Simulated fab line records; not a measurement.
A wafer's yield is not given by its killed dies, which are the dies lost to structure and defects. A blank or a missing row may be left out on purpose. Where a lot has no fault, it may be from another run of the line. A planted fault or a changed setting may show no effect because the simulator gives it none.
fab line records    flow sky130    part 1 of 2: steps 1 to 24 of 33
record lots=5  wafers=15  last_day=49
route steps=708 shown CAP2M@617 METAL4@621 VIA4@639
lots that met no fault: from a run of the same line without faults
start_h: hours from the record's first day to the start of the lot's first wafer shown    wait_h: hours elapsed since this lot's preceding step    " the same as in the row above    L1.1+2: one row covering several wafers at once    - no value, or no start given    * or withheld: withheld    < > ~ a bound
route shown NAME@n: NAME is a module with steps in the file, n the number in the route of the first one    usual: mean/standard deviation of fault-free wafers    same: alike in all rows    chamber/n: place in a boat    sites: per-site readings    _std_site: the values' standard deviation    _edge_site: the outer-site mean with the inner-site mean subtracted    radius_mm: for every site, how far away it sits from the centre of the wafer    mask NAME#n: copy n    behind: the last tool/chamber to shape the wafer    hold: cause of the lot's hold/its duration in hours/its outcome    device: transistor that didn't switch, given as n, p or np    end of line: at the end of the route, the tests of the same wafers    a step without rows: its recipe alone    killed: dies lost to structure and defects at the first sort, not the wafer's yield    map: dies across one wafer; x = killed, . = not, _ = none there
set.NAME: the setting the step ran with; set.NAME@STEP: the setting that earlier step ran with    model.NAME: the simulator's own value behind a step, which no gauge read
lots at some steps of the route; a table a step, a row a wafer
services: from which hour (start_h, from the record's first day; less than 0 if before it) a tool's chamber was out of use, for how many hours, and why
## steps
# step SKY_CAP2M_STRIP_14
# recipe chemistry=O2/N2  power_w=1400  pressure_mtorr=1500  platen_temp_c=withheld  o2_flow_sccm=3000  n2_flow_sccm=300  overash_fraction=0.5
# usual drypump_motor_current_A=5.6/0.35  o2_flow_sccm=2999/9.5  oes_product_au=0.710/0.0047  strip_time_to_endpoint_s=12.66/0.041
# same overash_fraction=0.5
lot.wafer  tool             chamber  start_h  wait_h  drypump_motor_current_A  o2_flow_sccm  oes_product_au  rf_hours_counter_h  strip_time_to_endpoint_s
L079.1     plasma_asher-02  0        993.19   0.1     5.3                      2996          0.707           57                  12.74
L079.4     "                0        "        "       5.3                      2990          0.716           -                   12.61
L079.6     "                0        "        "       5.3                      2996          0.710           -                   12.69
L080.3     plasma_asher-02  1        994.05   0.1     6.1                      3004          0.715           -                   12.67
L080.5     "                1        "        "       6.1                      2990          0.707           -                   12.70
L080.6     "                0        "        "       5.3                      2987          0.706           -                   12.66
L083.1     plasma_asher-01  1        1020.24  0.1     5.7                      2995          0.712           122                 12.65
L083.4     "                1        "        "       5.7                      2997          0.704           -                   12.66
L083.5     "                0        "        "       5.1                      3001          0.708           -                   12.64
L084.3     plasma_asher-04  0        1022.77  0.1     5.7                      2983          0.710           -                   12.70
L084.4     "                1        "        "       5.9                      2995          0.706           -                   12.67
L084.6     "                1        "        "       5.9                      2993          0.713           -                   12.66
L091.1     plasma_asher-04  1        1083.34  0.1     5.9                      3002          0.715           93                  12.60
L091.4     "                1        "        "       5.9                      2996          0.715           -                   12.65
L091.5     "                0        "        "       5.7                      3005          0.710           -                   12.64
# step SKY_CAP2M_STRIP_15
# recipe chemistry=post_etch_residue_remover  time_s=1200  temp_c=72.5
lot.wafer   tool          chamber  start_h  wait_h
L079.1+4+6  wet_bench-04  2        993.29   0.1
L080.3+5+6  wet_bench-03  0        994.12   0.0
L083.1+4+5  wet_bench-04  3        1020.34  0.1
L084.3+4+6  wet_bench-01  3        1022.84  0.0
L091.1+4+5  wet_bench-03  3        1083.44  0.1
# step SKY_CAP2M_CLEAN_16
# recipe chemistry=IPA  time_s=180  temp_c=25
lot.wafer   tool          chamber  start_h  wait_h
L079.1+4+6  wet_bench-03  1        993.66   0.0
L080.3+5+6  wet_bench-04  3        994.46   0.0
L083.1+4+5  wet_bench-01  1        1020.69  0.0
L084.3+4+6  wet_bench-03  3        1023.21  0.0
L091.1+4+5  wet_bench-03  0        1083.81  0.0
# step SKY_CAP2M_CLEAN_17
# recipe chemistry=O3/DIW  dry=n2_spin
lot.wafer   tool          chamber  start_h  wait_h
L079.1+4+6  wet_bench-04  3        993.72   0.0
L080.3+5+6  wet_bench-01  2        994.52   0.0
L083.1+4+5  wet_bench-04  3        1020.74  0.0
L084.3+4+6  wet_bench-04  1        1023.27  0.0
L091.1+4+5  wet_bench-01  3        1083.87  0.0
# step SKY_METAL4_DEHYDRATE_05
# recipe temp_c=200  time_s=60
# usual chill_plate_temp_C=23.01/0.11  heater_power_total_W=160.37/0.13
lot.wafer  tool            chamber  start_h  wait_h  chill_plate_temp_C  heater_power_total_W
L079.1     litho_track-04  0        1003.64  9.8     23.04               160.45
L079.4     "               0        "        "       23.18               160.22
L079.6     "               0        "        "       23.01               160.46
L080.3     litho_track-01  0        1004.85  10.2    23.06               160.31
L080.5     "               0        "        "       23.21               160.24
L080.6     "               0        "        "       22.95               160.36
L083.1     litho_track-04  0        1031.09  10.3    23.05               160.59
L083.4     "               0        "        "       22.89               160.53
L083.5     "               0        "        "       22.99               160.34
L084.3     litho_track-03  0        1033.57  10.2    22.89               160.28
L084.4     "               0        "        "       23.08               160.36
L084.6     "               0        "        "       22.89               160.16
L091.1     litho_track-04  0        1093.74  9.8     22.93               160.34
L091.4     "               0        "        "       23.06               160.42
L091.5     "               0        "        "       23.15               160.52
# step SKY_METAL4_HMDS_06
# recipe prime_time_s=60  prime_temp_c=120
# usual chill_plate_temp_C=23.01/0.11
# same prime_time_s=60
lot.wafer  tool            chamber  start_h  wait_h  chill_plate_temp_C
L079.1     litho_track-04  0        1003.79  0.1     22.90
L079.4     "               0        "        "       23.08
L079.6     "               0        "        "       22.99
L080.3     litho_track-01  0        1005.00  0.1     23.02
L080.5     "               0        "        "       23.00
L080.6     "               0        "        "       23.03
L083.1     litho_track-04  0        1031.24  0.1     22.96
L083.4     "               0        "        "       22.95
L083.5     "               0        "        "       22.65
L084.3     litho_track-03  0        1033.72  0.1     22.97
L084.4     "               0        "        "       22.98
L084.6     "               0        "        "       22.97
L091.1     litho_track-04  0        1093.89  0.1     23.09
L091.4     "               0        "        "       22.90
L091.5     "               0        "        "       22.99
# step SKY_METAL4_COAT_07
# recipe resist=BARC  temp_c=withheld  time_s=withheld  spin_rpm=3000  resist_thk_nm=60
# usual chill_plate_temp_C=*
lot.wafer  tool            chamber  start_h  wait_h  chill_plate_temp_C
L079.1     litho_track-04  0        1003.94  0.1     *
L079.4     "               0        "        "       *
L079.6     "               0        "        "       *
L080.3     litho_track-01  0        1005.15  0.1     *
L080.5     "               0        "        "       *
L080.6     "               0        "        "       *
L083.1     litho_track-04  0        1031.39  0.1     *
L083.4     "               0        "        "       *
L083.5     "               0        "        "       *
L084.3     litho_track-03  0        1033.87  0.1     *
L084.4     "               0        "        "       *
L084.6     "               0        "        "       *
L091.1     litho_track-04  0        1094.04  0.1     *
L091.4     "               0        "        "       *
L091.5     "               0        "        "       *
# step SKY_METAL4_COAT_08
# recipe resist=KrF-thick  spin_rpm=3000  resist_thk_nm=1140
# usual chill_plate_temp_C=23.02/0.1
lot.wafer  tool            chamber  start_h  wait_h  chill_plate_temp_C
L079.1     litho_track-04  0        -        -       22.91
L079.4     "               0        "        "       22.92
L079.6     "               0        "        "       23.03
L080.3     litho_track-01  0        -        -       22.97
L080.5     "               0        "        "       23.05
L080.6     "               0        "        "       22.77
L083.1     litho_track-04  0        -        -       23.19
L083.4     "               0        "        "       22.99
L083.5     "               0        "        "       23.23
L084.3     litho_track-03  0        -        -       22.81
L084.4     "               0        "        "       23.05
L084.6     "               0        "        "       23.01
L091.1     litho_track-04  0        -        -       22.95
L091.4     "               0        "        "       23.01
L091.5     "               0        "        "       23.07
# step SKY_METAL4_SOFTBAKE_09
# recipe temp_c=100  time_s=90  resist=KrF-thick
# usual chill_plate_temp_C=23.01/0.1  heater_power_total_W=57.35/0.11
lot.wafer  tool            chamber  start_h  wait_h  chill_plate_temp_C  heater_power_total_W
L079.1     litho_track-04  0        -        -       22.82               57.48
L079.4     "               0        "        "       22.79               57.54
L079.6     "               0        "        "       22.92               57.26
L080.3     litho_track-01  0        -        -       22.96               57.30
L080.5     "               0        "        "       23.09               57.20
L080.6     "               0        "        "       23.22               57.56
L083.1     litho_track-04  0        -        -       22.96               57.23
L083.4     "               0        "        "       22.83               57.34
L083.5     "               0        "        "       22.91               57.16
L084.3     litho_track-03  0        -        -       22.98               57.29
L084.4     "               0        "        "       22.91               57.33
L084.6     "               0        "        "       23.20               57.26
L091.1     litho_track-04  0        -        -       23.10               57.27
L091.4     "               0        "        "       22.99               57.45
L091.5     "               0        "        "       23.03               57.15
# step SKY_METAL4_EXPOSE_10
# recipe mask_id=MM4  na=0.68  source_shape=annular  sigma_inner=0.4  sigma_outer=0.8  target_cd_nm=300  dose_mj=28
# usual exposure_dose_mJ_cm2=27.94/0.034  focus_offset_nm=0.1/0.5
# same sigma_outer=0.8
lot.wafer  tool            chamber  start_h  wait_h  mask   exposure_dose_mJ_cm2  focus_offset_nm
L079.1     krf_scanner-01  0        -        -       MM4#0  27.99                 0.5
L079.4     "               0        "        "       MM4#0  28.00                 0.6
L079.6     "               0        "        "       MM4#0  27.99                 0.2
L080.3     krf_scanner-02  0        -        -       MM4#0  27.97                 -0.4
L080.5     "               0        "        "       MM4#0  27.96                 0.0
L080.6     "               0        "        "       MM4#0  27.96                 0.5
L083.1     krf_scanner-02  0        -        -       MM4#0  27.96                 0.5
L083.4     "               0        "        "       MM4#0  27.93                 -0.1
L083.5     "               0        "        "       MM4#0  27.93                 0.1
L084.3     krf_scanner-01  0        -        -       MM4#0  27.95                 -0.2
L084.4     "               0        "        "       MM4#0  27.94                 0.4
L084.6     "               0        "        "       MM4#0  27.97                 0.6
L091.1     krf_scanner-01  0        -        -       MM4#0  27.96                 0.4
L091.4     "               0        "        "       MM4#0  27.97                 0.8
L091.5     "               0        "        "       MM4#0  28.00                 0.8
# step SKY_METAL4_PEB_11
# recipe peb_temp_c=withheld  peb_time_s=withheld  resist=KrF-thick
# usual chill_plate_temp_C=*
lot.wafer  tool            chamber  start_h  wait_h  chill_plate_temp_C
L079.1     litho_track-01  0        -        -       *
L079.4     "               0        "        "       *
L079.6     "               0        "        "       *
L080.3     litho_track-01  0        -        -       *
L080.5     "               0        "        "       *
L080.6     "               0        "        "       *
L083.1     litho_track-01  0        -        -       *
L083.4     "               0        "        "       *
L083.5     "               0        "        "       *
L084.3     litho_track-01  0        -        -       *
L084.4     "               0        "        "       *
L084.6     "               0        "        "       *
L091.1     litho_track-03  0        -        -       *
L091.4     "               0        "        "       *
L091.5     "               0        "        "       *
# step SKY_METAL4_DEVELOP_12
# recipe develop_time_s=60  resist=KrF-thick  dev_temp_c=21
# usual chill_plate_temp_C=23.00/0.1
lot.wafer  tool            chamber  start_h  wait_h  chill_plate_temp_C
L079.1     litho_track-01  0        -        -       23.03
L079.4     "               0        "        "       22.99
L079.6     "               0        "        "       22.85
L080.3     litho_track-01  0        -        -       23.20
L080.5     "               0        "        "       23.02
L080.6     "               0        "        "       23.08
L083.1     litho_track-01  0        -        -       23.10
L083.4     "               0        "        "       23.18
L083.5     "               0        "        "       22.84
L084.3     litho_track-01  0        -        -       22.96
L084.4     "               0        "        "       22.98
L084.6     "               0        "        "       23.04
L091.1     litho_track-03  0        -        -       22.92
L091.4     "               0        "        "       22.95
L091.5     "               0        "        "       22.91
# step SKY_METAL4_CD_MEAS_13
# recipe target_cd_nm=300
# usual cd_nm=299.8/1.6
lot.wafer  tool       chamber  start_h  wait_h  cd_nm
L079.1     cd_sem-02  -        1015.90  -       301.4
L079.4     "          -        "        "       299.4
L079.6     "          -        "        "       300.1
L080.3     cd_sem-01  -        1017.09  -       299.9
L080.5     "          -        "        "       299.1
L080.6     "          -        "        "       298.7
L083.1     cd_sem-02  -        1044.00  -       302.0
L083.4     "          -        "        "       302.3
L083.5     "          -        "        "       302.7
L084.3     cd_sem-02  -        1045.79  -       298.8
L084.4     "          -        "        "       296.9
L084.6     "          -        "        "       298.3
L091.1     cd_sem-02  -        1104.02  -       299.7
L091.4     "          -        "        "       300.4
L091.5     "          -        "        "       302.5
# step SKY_METAL4_OVL_MEAS_14
# usual METAL4_OVL=-1/5.4
lot.wafer  tool        chamber  start_h  wait_h  METAL4_OVL[nm]
L079.1     overlay-01  -        1016.02  0.1     -3
L079.4     "           -        "        "       -8
L079.6     "           -        "        "       -8
L080.3     overlay-02  -        1017.18  0.1     -7
L080.5     "           -        "        "       -6
L080.6     "           -        "        "       -3
L083.1     overlay-02  -        1044.12  0.1     -2
L083.4     "           -        "        "       -7
L083.5     "           -        "        "       -3
L084.3     overlay-02  -        1045.89  0.1     0
L084.4     "           -        "        "       -5
L084.6     "           -        "        "       -6
L091.1     overlay-02  -        1104.14  0.1     -1
L091.4     "           -        "        "       -9
L091.5     "           -        "        "       4
# step SKY_METAL4_DESCUM_15
# recipe chemistry=O2  source_power_w=150  bias_power_w=0  pressure_mtorr=10  temp_c=40  time_s=8
# usual drypump_motor_current_A=6.0/0.34  he_backside_leak_sccm=3.3/0.3  oes_product_au=0.998/0.0087
lot.wafer  tool          chamber  start_h  wait_h  drypump_motor_current_A  he_backside_leak_sccm  oes_product_au  rf_hours_counter_h
L079.1     rie_metal-02  1        1016.06  0.0     6.6                      3.2                    0.989           11
L079.4     "             1        "        "       6.5                      3.4                    1.002           -
L079.6     "             0        "        "       5.8                      3.5                    0.988           -
L080.3     rie_metal-02  1        1017.22  0.0     6.6                      3.7                    0.982           -
L080.5     "             1        "        "       6.5                      3.5                    0.993           -
L080.6     "             0        "        "       5.8                      3.4                    0.988           -
L083.1     rie_metal-03  0        1044.16  0.0     6.3                      3.1                    0.991           2
L083.4     "             0        "        "       6.3                      3.3                    0.983           -
L083.5     "             0        "        "       6.3                      3.2                    0.992           -
L084.3     rie_metal-02  0        1045.92  0.0     5.8                      3.4                    0.992           -
L084.4     "             1        "        "       6.6                      3.3                    0.986           -
L084.6     "             0        "        "       5.8                      3.5                    0.993           -
L091.1     rie_metal-01  1        1104.18  0.0     6.0                      3.2                    1.008           18
L091.4     "             1        "        "       6.0                      3.2                    1.015           -
L091.5     "             0        "        "       6.1                      3.3                    1.004           -
# step SKY_METAL4_ETCH_16
# recipe chemistry=N2/H2  target=BARC  ion_energy_ev=200  bias_w=100  pressure_mtorr=30  n2_flow_sccm=100  h2_flow_sccm=200  icp_w=500  stop_on=SiO2  time_s=88.2  target_depth_a=600
# usual drypump_motor_current_A=6.0/0.34  he_backside_leak_sccm=3.35/0.25  oes_product_au=0.625/0.0041  throttle_valve_pct=13.205/0.0089
lot.wafer  tool          chamber  start_h  wait_h  drypump_motor_current_A  he_backside_leak_sccm  oes_product_au  rf_hours_counter_h  throttle_valve_pct
L079.1     rie_metal-02  1        1016.09  0.0     6.6                      3.50                   0.628           11                  13.203
L079.4     "             1        "        "       6.6                      3.40                   0.630           -                   13.208
L079.6     "             0        "        "       5.8                      3.68                   0.624           -                   13.214
L080.3     rie_metal-02  1        1017.27  0.0     6.6                      3.46                   0.627           -                   13.213
L080.5     "             1        "        "       6.6                      3.23                   0.628           -                   13.202
L080.6     "             0        "        "       5.8                      3.66                   0.626           -                   13.220
L083.1     rie_metal-03  0        1044.20  0.0     6.3                      3.30                   0.629           3                   13.208
L083.4     "             0        "        "       6.3                      3.02                   0.624           -                   13.212
L083.5     "             0        "        "       6.3                      3.12                   0.622           -                   13.206
L084.3     rie_metal-02  0        1045.97  0.0     5.8                      3.62                   0.627           -                   13.201
L084.4     "             1        "        "       6.6                      3.42                   0.624           -                   13.212
L084.6     "             0        "        "       5.8                      3.48                   0.631           -                   13.215
L091.1     rie_metal-01  1        1104.21  0.0     6.0                      3.13                   0.625           18                  13.197
L091.4     "             1        "        "       6.0                      3.13                   0.619           -                   13.212
L091.5     "             0        "        "       6.1                      3.28                   0.625           -                   13.211
# step SKY_METAL4_ETCH_17
# recipe target=SiO2  stop_on=TiN  chemistry=C4F8/O2/Ar  source_w=1500  bias_w=1200  pressure_mtorr=40  c4f8_flow_sccm=withheld  O2_flow_sccm=6  Ar_flow_sccm=300  time_s=3.9  target_depth_a=150
# usual oes_product_au=0.755/0.0067
lot.wafer  tool         chamber  start_h  wait_h  oes_product_au  rf_hours_counter_h
L079.1     rie_diel-02  0        1016.19  0.1     0.764           10
L079.4     "            2        "        "       0.756           13
L079.6     "            2        "        "       0.761           -
L080.3     rie_diel-01  2        1017.34  0.0     0.766           9
L080.5     "            3        "        "       0.767           -
L080.6     "            0        "        "       0.765           -
L083.1     rie_diel-04  1        1044.33  0.1     0.742           18
L083.4     "            3        "        "       0.763           7
L083.5     "            1        "        "       0.754           -
L084.3     rie_diel-02  2        1046.04  0.0     0.753           14
L084.4     "            3        "        "       0.762           6
L084.6     "            1        "        "       0.763           -
L091.1     rie_diel-01  3        1104.31  0.1     0.751           12
L091.4     "            1        "        "       0.751           6
L091.5     "            2        "        "       0.768           -
# step SKY_METAL4_METAL_ETCH_18
# recipe target_depth_a=8450  stop_on=SiO2  over_etch_frac=0.3  time_s=183.1  chemistry=Cl2/BCl3  resist_sidewall_deg=88  pressure_mtorr=10  icp_w=900  bias_w=48.5  Cl2_flow_sccm=60  bcl3_flow_sccm=30
# usual drypump_motor_current_A=6.1/0.32  he_backside_leak_sccm=3.41/0.16  oes_product_au=0.868/0.0067  throttle_valve_pct=22.264/0.0088
lot.wafer  tool          chamber  start_h  wait_h  drypump_motor_current_A  he_backside_leak_sccm  oes_product_au  rf_hours_counter_h  throttle_valve_pct
L079.1     rie_metal-01  1        1016.21  0.0     6.0                      3.27                   0.867           12                  22.251
L079.4     "             0        "        "       6.1                      3.24                   0.871           -                   22.254
L079.6     "             1        "        "       6.0                      3.21                   0.868           -                   22.276
L080.3     rie_metal-01  0        1017.42  0.1     6.2                      3.36                   0.854           -                   22.257
L080.5     "             0        "        "       6.1                      3.40                   0.862           -                   22.258
L080.6     "             1        "        "       6.0                      3.30                   0.857           -                   22.249
L083.1     rie_metal-01  1        1044.35  0.0     6.0                      3.34                   0.878           14                  22.268
L083.4     "             0        "        "       6.2                      3.37                   0.868           -                   22.258
L083.5     "             0        "        "       6.2                      3.31                   0.875           -                   22.277
L084.3     rie_metal-03  1        1046.14  0.1     5.5                      3.41                   0.862           -                   22.267
L084.4     "             0        "        "       6.3                      3.29                   0.869           -                   22.265
L084.6     "             1        "        "       5.5                      3.34                   0.865           -                   22.258
L091.1     rie_metal-02  0        1104.33  0.0     5.8                      3.58                   0.867           25                  22.254
L091.4     "             1        "        "       6.6                      3.45                   0.868           -                   22.256
L091.5     "             0        "        "       5.8                      3.57                   0.873           -                   22.263
# step SKY_METAL4_STRIP_19
# recipe chemistry=O2/N2  power_w=1400  pressure_mtorr=1500  platen_temp_c=withheld  o2_flow_sccm=3000  n2_flow_sccm=300  overash_fraction=0.5
# usual drypump_motor_current_A=5.7/0.43  o2_flow_sccm=3002/8.4  oes_product_au=0.503/0.0048  strip_time_to_endpoint_s=6.56/0.058
# same overash_fraction=0.5
lot.wafer  tool             chamber  start_h  wait_h  drypump_motor_current_A  o2_flow_sccm  oes_product_au  rf_hours_counter_h  strip_time_to_endpoint_s
L079.1     plasma_asher-03  1        1016.39  0.1     5.8                      2999          0.511           27                  6.48
L079.4     "                1        "        "       5.8                      2998          0.496           -                   6.46
L079.6     "                0        "        "       6.5                      3004          0.502           -                   6.53
L080.3     plasma_asher-01  0        1017.57  0.1     5.1                      2997          0.497           -                   6.54
L080.5     "                1        "        "       5.7                      3007          0.509           -                   6.54
L080.6     "                0        "        "       5.1                      3003          0.505           -                   6.56
L083.1     plasma_asher-04  1        1044.53  0.1     5.9                      3006          0.498           89                  6.58
L083.4     "                0        "        "       5.7                      2994          0.507           -                   6.57
L083.5     "                1        "        "       5.9                      3010          0.499           -                   6.57
L084.3     plasma_asher-04  0        1046.33  0.1     5.7                      3009          0.502           -                   6.51
L084.4     "                1        "        "       5.9                      3017          0.504           -                   6.65
L084.6     "                1        "        "       5.9                      3006          0.497           -                   6.51
L091.1     plasma_asher-01  0        1104.51  0.1     5.1                      2996          0.505           4                   6.51
L091.4     "                1        "        "       5.7                      2999          0.508           -                   6.59
L091.5     "                1        "        "       5.7                      3003          0.509           -                   6.57
# step SKY_METAL4_STRIP_20
# recipe chemistry=post_etch_residue_remover  time_s=1200  temp_c=72.5
lot.wafer   tool          chamber  start_h  wait_h
L079.1+4+6  wet_bench-02  2        1016.49  0.1
L080.3+5+6  wet_bench-03  3        1017.64  0.0
L083.1+4+5  wet_bench-04  3        1044.63  0.1
L084.3+4+6  wet_bench-03  1        1046.39  0.0
L091.1+4+5  wet_bench-02  1        1104.61  0.1
# step SKY_METAL4_CLEAN_21
# recipe chemistry=IPA  time_s=180  temp_c=25
lot.wafer   tool          chamber  start_h  wait_h
L079.1+4+6  wet_bench-03  2        1016.83  0.0
L080.3+5+6  wet_bench-04  2        1018.01  0.0
L083.1+4+5  wet_bench-03  1        1044.97  0.0
L084.3+4+6  wet_bench-02  0        1046.90  0.1
L091.1+4+5  wet_bench-03  0        1104.95  0.0
# step SKY_METAL4_CLEAN_22
# recipe chemistry=O3/DIW  dry=n2_spin
lot.wafer   tool          chamber  start_h  wait_h
L079.1+4+6  wet_bench-04  1        1016.89  0.0
L080.3+5+6  wet_bench-03  2        1018.07  0.0
L083.1+4+5  wet_bench-04  3        1045.04  0.0
L084.3+4+6  wet_bench-04  2        1047.06  0.1
L091.1+4+5  wet_bench-02  3        1105.08  0.0
# step SKY_VIA4_HDPCVD_00
# recipe material=SiO2  target_thk_nm=1750  sigma_open_frac=0.3  time_s=291.7  temp_c=400  sih4_flow_sccm=60  pressure_mtorr=6
# usual pressure_mtorr=5.999/0.011
lot.wafer  tool       chamber  start_h  wait_h  pressure_mtorr
L079.1     hdpcvd-01  2        1016.98  0.0     6.003
L079.4     "          2        "        "       6.013
L079.6     "          1        "        "       5.991
L080.3     hdpcvd-02  0        1018.17  0.0     6.005
L080.5     "          2        "        "       5.994
L080.6     "          1        "        "       6.022
L083.1     hdpcvd-02  0        1045.13  0.0     5.986
L083.4     "          2        "        "       5.991
L083.5     "          1        "        "       5.999
L084.3     hdpcvd-02  2        1047.15  0.0     6.006
L084.4     "          1        "        "       6.002
L084.6     "          2        "        "       5.996
L091.1     hdpcvd-02  2        1105.17  0.0     6.015
L091.4     "          1        "        "       5.993
L091.5     "          0        "        "       6.000
# step SKY_VIA4_THK_MEAS_01
# recipe reads=SiO2_of_VIA4_HDPCVD_00
# usual VIA4_HDPCVD_THK=1749/19
lot.wafer  tool           chamber  start_h  wait_h  VIA4_HDPCVD_THK[nm]
L079.1     film_metro-01  -        1017.16  0.1     1749
L079.4     "              -        "        "       1734
L079.6     "              -        "        "       1738
L080.3     film_metro-04  -        1018.37  0.1     1747
L080.5     "              -        "        "       1738
L080.6     "              -        "        "       1734
L083.1     film_metro-04  -        1045.31  0.1     1758
L083.4     "              -        "        "       1780
L083.5     "              -        "        "       1778
L084.3     film_metro-01  -        1047.35  0.1     1749
L084.4     "              -        "        "       1733
L084.6     "              -        "        "       1747
L091.1     film_metro-04  -        1105.35  0.1     1757
L091.4     "              -        "        "       1734
L091.5     "              -        "        "       1744
